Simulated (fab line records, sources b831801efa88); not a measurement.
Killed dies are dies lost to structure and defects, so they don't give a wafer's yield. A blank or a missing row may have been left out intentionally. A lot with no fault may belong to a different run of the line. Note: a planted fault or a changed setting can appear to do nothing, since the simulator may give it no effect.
Comparing a struck lot with a sound one / flow sky130 / 39 out of 708 route steps
Sound: wafers L876.1, L876.4, L876.6. Wafers L867.2, L867.4, L867.5 were the ones struck. The cause is named last.
Order at every step that has rows: each side's tool, ch and its chambers, its first start. Under that, the readings that differ: sound wafers / struck wafers / difference of the means / sigmas: that difference in standard deviations of wafers without a fault.
alike: same words and numbers on both sides, and readings whose means sit less than 2 such deviations apart. not compared: any withheld reading, any reading some wafer has no value for, any bound like >300 that may hide the same value, and any number with overlapping values for which the record gives no deviation.
The two part at a step that has a row with sigmas, a row that says differs or no value, or rows on one side only. Numbers that have no deviation but don't overlap get no sigmas and don't part them. A reading that every wafer of one side lacks parts them only if that side has two wafers or more.

first, 10 steps without rows for these wafers: SKY_VIA4_STRIP_14 (strips in post etch residue remover, time 1200 s); SKY_VIA4_CLEAN_15 (cleans in IPA, time 180 s); SKY_VIA4_CLEAN_16 (cleans in O3/DIW); SKY_VIA4_SPUTTER_17 (material TiN, target thk 20 nm, time 80 s); SKY_VIA4_CVD_18 (deposits W, target thk 505 nm, time 152.14 s); SKY_VIA4_CMP_21 (polishes, stops on SiO2, t overpolish 25 s, target thk 0 nm); SKY_METAL5_SPUTTER_00 (material Ti, target thk 15 nm, time 10 s); SKY_METAL5_SPUTTER_01 (material TiN, target thk 20 nm, time 16.17 s); SKY_METAL5_SPUTTER_02 (material AlCu, target thk 1150 nm, time 61.2 s); SKY_METAL5_SPUTTER_03 (material Ti, target thk 5 nm, time 3.3 s).
SKY_METAL5_SPUTTER_04: material TiN, target thk 70 nm, time 58.3 s.
  struck on pvd-sputter-04, day 44 02:02; sound on pvd-sputter-04, day 46 11:12
  no value came back on the struck wafers for cathode-dc-power-W (W), chamber-pressure-pa (Pa), throttle-valve-pct (%); on the sound wafers cathode-dc-power-W (W) reads 6499.4 6500.4 6501.1
SKY_METAL5_THK_MEAS_06: measures by xrf.
  struck on film-metro-01, day 44 02:13; sound on film-metro-03, day 46 11:22
reading=METAL5_ALCU_THK (nm); sound=1140 1149 1162; struck=1347 1329 1351; difference=+192; sigmas=+16
then, 8 steps without rows for these wafers: SKY_METAL5_DEHYDRATE_07 (time 60 s); SKY_METAL5_HMDS_08 (prime time 60 s); SKY_METAL5_COAT_09 (resist thk 1800 nm); SKY_METAL5_SOFTBAKE_10 (time 60 s); SKY_METAL5_EXPOSE_11 (exposes mask MM5, target cd 1600 nm); SKY_METAL5_PEB_12; SKY_METAL5_DEVELOP_13 (develop time 60 s); SKY_METAL5_DESCUM_14 (chemistry O2, time 11 s).
SKY_METAL5_METAL_ETCH_15: etches the open film in Cl2/BCl3, stops on SiO2, target depth 1260 nm, time 252 s.
  sound on rie-metal-02 ch 0,1, day 47 07:30; struck on rie-metal-03 ch 0, day 45 00:09
reading=oes-product-au (a.u.); sound=0.889 0.890 0.901; struck=0.867 0.873 0.861; difference=-0.026; sigmas=-5
  alike: drypump-motor-current-A, throttle-valve-pct
  not compared: rf-hours-counter-h
then, 13 steps without rows for these wafers: SKY_METAL5_STRIP_16 (strips in O2/N2); SKY_METAL5_STRIP_17 (strips in post etch residue remover, time 1200 s); SKY_METAL5_CLEAN_18 (cleans in IPA, time 180 s); SKY_METAL5_CLEAN_19 (cleans in O3/DIW); SKY_PASSIVATION_CVD_00 (deposits SiO2, target thk 90 nm); SKY_PASSIVATION_CVD_02 (deposits Si3N4, target thk 540 nm); SKY_PASSIVATION_DEHYDRATE_04 (time 60 s); SKY_PASSIVATION_HMDS_05 (prime time 60 s); SKY_PASSIVATION_COAT_06 (resist thk 3000 nm); SKY_PASSIVATION_SOFTBAKE_07; SKY_PASSIVATION_EXPOSE_08 (exposes mask NSM, target cd 3000 nm); SKY_PASSIVATION_PEB_09; SKY_PASSIVATION_DEVELOP_10 (develop time 60 s).
SKY_PASSIVATION_ETCH_11: etches the open film in CF4/O2, stops on AlCu, target depth 725 nm, time 161.1 s.
  sound on rie-diel-04 ch 0,1,3, day 48 03:51; struck on rie-diel-04 ch 0,1, day 45 22:27
reading=model.PASSIVATION.feature-depth-nm (nm); sound=703.5 707.7 712.4; struck=725 725 725; difference=+17; sigmas=
  alike: drypump-motor-current-A, oes-product-au, throttle-valve-pct
  not compared: rf-hours-counter-h
then, 2 steps without rows for these wafers: SKY_PASSIVATION_STRIP_12 (strips in O2/N2); SKY_PAD_OPEN_DEHYDRATE_00 (time 60 s).
SKY_PAD_OPEN_ETCH_07: etches the open film in CF4/O2, stops on AlCu, target depth 725 nm, time 161.1 s.
  sound on rie-diel-03 ch 2,3, day 48 22:07; struck on rie-diel-04 ch 0,1, day 46 19:04
reading=oes-product-au (a.u.); sound=0.979 0.976 0.972; struck=0.995 0.986 1.003; difference=+0.019; sigmas=+3
reading=model.PAD_OPEN.feature-depth-nm (nm); sound=703.5 707.7 709.4; struck=723.1 725 725; difference=+17.5; sigmas=
  alike: drypump-motor-current-A, throttle-valve-pct
  not compared: rf-hours-counter-h
SKY_PAD_OPEN_PROBE_99:
  struck on prober-01, day 46 21:26; sound on prober-02, day 49 00:28
  alike: defect-limited-yield, killed_at_M0_to_M3, killed_at_M4_up, killed-at-contacts, killed-at-front-end, killed-at-other, killed-dies, killed-open, killed-short, sort_bin_3_pad_short, sort_bin_5_function, sort_bin_6_memory, sort-n-pass, sort-yield-pct

== WHERE THEY PART ==
First at SKY_METAL5_SPUTTER_04; last, within this record, at SKY_PAD_OPEN_ETCH_07. Later steps at which nothing parts them and some readings are alike: SKY_PAD_OPEN_PROBE_99.

WHY: whatever the simulator had introduced
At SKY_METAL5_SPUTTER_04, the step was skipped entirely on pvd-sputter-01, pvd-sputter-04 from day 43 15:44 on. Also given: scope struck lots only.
